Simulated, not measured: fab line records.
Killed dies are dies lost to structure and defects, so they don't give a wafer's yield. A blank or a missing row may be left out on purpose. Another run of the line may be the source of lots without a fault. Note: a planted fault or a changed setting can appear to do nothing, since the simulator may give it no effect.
Which tool is to blame? -- flow sfq_line -- 7 lots with 21 wafers sampled at 2 steps, on a route of 325 steps

## WHAT THE GAUGES READ, wafer by wafer
SFQ_M3_RS_MEAS_919: measures by four-point-probe.
lot,measured,on,M3_NB_RS (ohm/sq)
L619,day 37 23:32,film_metro-04,0.867 0.892 0.880
L625,day 40 02:29,film_metro-03,0.887 0.886 0.892
L631,day 41 08:28,film_metro-01,0.882 0.909 0.894
L633,day 42 17:46,film_metro-04,0.903 0.902 0.896
L636,day 43 18:56,film_metro-01,0.883 0.878 0.886
L639,day 49 22:14,film_metro-03,0.892 0.880 0.881
L641,day 50 15:52,film_metro-01,0.885 0.890 0.891

## WHICH TOOL RAN EACH LOT (tool, then ch and the chambers of the sampled wafers, then the start)
lot,SFQ_TRILAYER_M2_STRIP_STRIP_061
L619,"rie_metal-01 ch 0,1, day 31 08:18"
L625,"rie_metal-01 ch 0,1, day 32 23:43"
L631,"rie_metal-01 ch 1, day 40 13:20"
L633,"rie_metal-02 ch 0,1, day 41 22:04"
L636,"rie_metal-03 ch 1, day 43 01:41"
L639,"rie_metal-02 ch 0,1, day 44 05:29"
L641,"rie_metal-02 ch 0,1, day 44 23:41"
- SFQ_TRILAYER_M2_STRIP_STRIP_061: strips in O2.

## THE ANSWER, worked out from the rows above alone
Rule: what is usual is taken from the lots themselves. Put in order of their means at a reading, lots are off if they are a third of the lots or fewer, leave a main group of 4 or more, and stand apart from it by a gap of 3 or more times the standard deviation of the main group's means; of several such gaps the widest counts. The tables above print the reading to a certain number of digits; a main group whose means all agree to those digits is not used. A lot without any number at a reading at which 4 lots or more have one is off too. Where the step has rows for the other lots, those lots are counted as sound.
No lot is off at any reading shown: from this, nothing can be told.

## WHAT HAD BEEN PUT IN BY THE SIMULATOR
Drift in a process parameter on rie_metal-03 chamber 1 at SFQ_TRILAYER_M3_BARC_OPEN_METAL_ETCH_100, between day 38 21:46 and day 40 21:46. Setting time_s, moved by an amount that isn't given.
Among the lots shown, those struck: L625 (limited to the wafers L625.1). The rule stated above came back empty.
